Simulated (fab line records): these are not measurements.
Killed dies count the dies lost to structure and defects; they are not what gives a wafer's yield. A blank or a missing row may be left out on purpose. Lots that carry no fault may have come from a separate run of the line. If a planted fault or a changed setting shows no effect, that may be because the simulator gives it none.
Chamber matching ; flow sky130 ; cmp-01 running SKY_VIA3_CMP_24: 4 sister chambers
The step polishes, stops on SiO2, t overpolish 20 s, target thk 0 nm. 4 wafers are shown with their chamber, then 10 later ones without.

EACH WAFER AND ITS CHAMBER
wafer;chamber;motor current A (A)
L586.4;2;10.7
L590.3;1;10.8
L591.2;0;10.2
L591.3;3;11.8

WAFERS MISSING THEIR CHAMBER
wafer;motor current A (A)
L591.5;12.1
L592.3;9.9
L592.4;11.0
L592.6;10.4
L594.1;10.7
L594.2;12.3
L594.5;10.7
L595.1;10.3
L595.2;10.7
L595.4;11.2

WHICH CHAMBER EACH WENT THROUGH
wafer;from the rows above;in truth
L591.5;3;3
L592.3;can't be placed: 0 or 2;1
L592.4;can't be placed: 1 or 2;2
L592.6;can't be placed: 0 or 2 or 1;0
L594.1;can't be placed: 2 or 1 or 0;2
L594.2;3;3
L594.5;can't be placed: 2 or 1 or 0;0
L595.1;can't be placed: 0 or 2 or 1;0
L595.2;can't be placed: 2 or 1 or 0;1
L595.4;can't be placed: 1 or 2 or 3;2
Placed correctly: 2 of 10. From these rows, 8 cannot be placed; in 7 the true chamber is one of the candidates. Wrongly placed: 0.
How it was worked out, from the rows above alone: a wafer's distance from a chamber is the root of the sum, over the readings, of the square of ((its reading less the chamber's mean) divided by the reading's scatter). If the next closest chamber is less than 2 further off than the closest, the wafer can't be placed; otherwise it belongs to the closest. The mean given for a chamber averages the wafers shown for that chamber. The scatter: with one shown wafer a chamber, the root of the mean of the squares of how far each hidden wafer lies from its nearest shown one.
